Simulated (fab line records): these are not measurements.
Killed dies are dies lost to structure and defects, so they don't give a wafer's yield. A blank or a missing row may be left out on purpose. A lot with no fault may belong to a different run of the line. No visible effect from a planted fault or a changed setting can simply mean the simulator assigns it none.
Lot-split experiment -- flow sky130 -- on a route of 708 steps: 5 lots, 15 wafers read

## THE SPLIT
At SKY_METAL5_METAL_ETCH_15 (etches the open film in Cl2/BCl3, stops on SiO2, target depth 1260 nm, time 252 s), the setting timeS was moved away from the recipe's 252 s on 8 of the 15 wafers read, by -10.6% to +12.9%. This setting was run at the recipe's value on the other wafers.

The reading comes from the split's own step.

## THE READING
SiO2_of_VIA4_HDPCVD_00.thkNm (the simulator's own value, which no gauge read), in nm, at SKY_METAL5_METAL_ETCH_15 (etches the open film in Cl2/BCl3, stops on SiO2, target depth 1260 nm, time 252 s). The file does not state a usual value for it. Average 550.0 nm, standard deviation 0.65 nm, over the 7 wafers here run with the recipe.

wafer,"tool, chamber at the split","timeS as run, s",against the recipe,"SiO2_of_VIA4_HDPCVD_00.thkNm, nm",against lot-mates on the recipe
L077.1,"rieMetal-02, 1",252,recipe,550,-
L077.4,"rieMetal-02, 1",252,recipe,548.7,-
L077.6,"rieMetal-02, 1",252,recipe,550.1,-
L078.1,"rieMetal-03, 1",283.5,+12.5%,547.6,-3.2
L078.2,"rieMetal-03, 0",283.5,+12.5%,546.9,-3.9
L078.4,"rieMetal-03, 0",283.5,+12.5%,547.4,-3.4
L078.5,"rieMetal-03, 1",252,recipe,550.9,-
L078.6,"rieMetal-03, 0",252,recipe,550.7,-
L081.1,"rieMetal-02, 0",284.5,+12.9%,546.3,-3.6
L081.4,"rieMetal-02, 0",284.5,+12.9%,545.4,-4.5
L081.5,"rieMetal-02, 0",252,recipe,549.9,-
L083.1,"rieMetal-03, 0",252,recipe,550,-
L083.4,"rieMetal-03, 0",262.8,+4.3%,548.7,-1.3
L082.4,"rieMetal-04, 0",225.3,-10.6%,551.9,no lot-mate on the recipe
L082.6,"rieMetal-04, 0",225.3,-10.6%,551.6,no lot-mate on the recipe

FIT RESULTS
A straight line over all 15 wafers: SiO2_of_VIA4_HDPCVD_00.thkNm changes by -0.231 nm for each +1% of timeS; r = -0.93; the points scatter about the line by 0.73 nm.
The same after taking each lot's own level away (the mean of its wafers on the recipe; 13 wafers): -0.294 nm for each +1%; r = -0.97; scatter 0.44 nm.
On that fit, the largest move of timeS shifts the reading by 3.8 nm.
The span of the lots' own levels, 549.60 to 550.80 nm, comes to 1.8 times the standard deviation stated above.
Thus the slope moves with the lot-to-lot level: the two fits are different.
Check: for one of the wafers moved furthest among these (+12.9%), held out of the fit, the line's prediction against its lot-mates is -3.85 nm. It came out at -3.6 nm against them.

## FURTHER SPLITS ON THESE WAFERS
These wafers also went through other splits before the reading. Each is held against what the fit with the lots' levels taken away leaves over:
other split on the same wafers,wafers away from the commonest value,r with SiO2_of_VIA4_HDPCVD_00.thkNm (lot level and that fit taken away)
SKY_METAL3_ETCH_17 timeS,4,+0.08
SKY_VIA3_DEVELOP_11 devTempC,6,+0.18
SKY_METAL4_SPUTTER_00 powerW,6,+0.04
SKY_CAP2M_SPUTTER_02 powerW,6,-0.08
SKY_CAP2M_DEVELOP_11 devTempC,6,-0.23
SKY_VIA4_HDPCVD_00 sih4FlowSccm,5,-0.30
SKY_VIA4_SPUTTER_17 powerW,4,+0.06
SKY_METAL5_SPUTTER_03 timeS,0,-

## THE WHOLE CHAIN: every reading that the file lists as answering this split, in the file's order
step,what it does,reading,change (the file's fit),r (the file's)
SKY_METAL5_METAL_ETCH_15,"etches the open film in Cl2/BCl3, stops on SiO2, target depth 1260 nm, time 252 s","NOVOLAK_of_METAL5_COAT_09.thkNm (the simulator's own value, which no gauge read)",-7.32 nm for each +1% of the setting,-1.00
SKY_METAL5_METAL_ETCH_15,"etches the open film in Cl2/BCl3, stops on SiO2, target depth 1260 nm, time 252 s","METAL5.cdNm (the simulator's own value, which no gauge read)",-1.12 nm for each +1% of the setting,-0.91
SKY_METAL5_METAL_ETCH_15,"etches the open film in Cl2/BCl3, stops on SiO2, target depth 1260 nm, time 252 s","SiO2_of_VIA4_HDPCVD_00.thkNm (the simulator's own value, which no gauge read)",-0.294 nm for each +1% of the setting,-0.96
SKY_METAL5_STRIP_16,strips in O2/N2,stripTimeToEndpointS,withheld for each +1% of the setting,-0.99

## THE FILE'S OWN FIT
SiO2_of_VIA4_HDPCVD_00.thkNm changes by -0.294 nm for each +1% of timeS, r = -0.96.
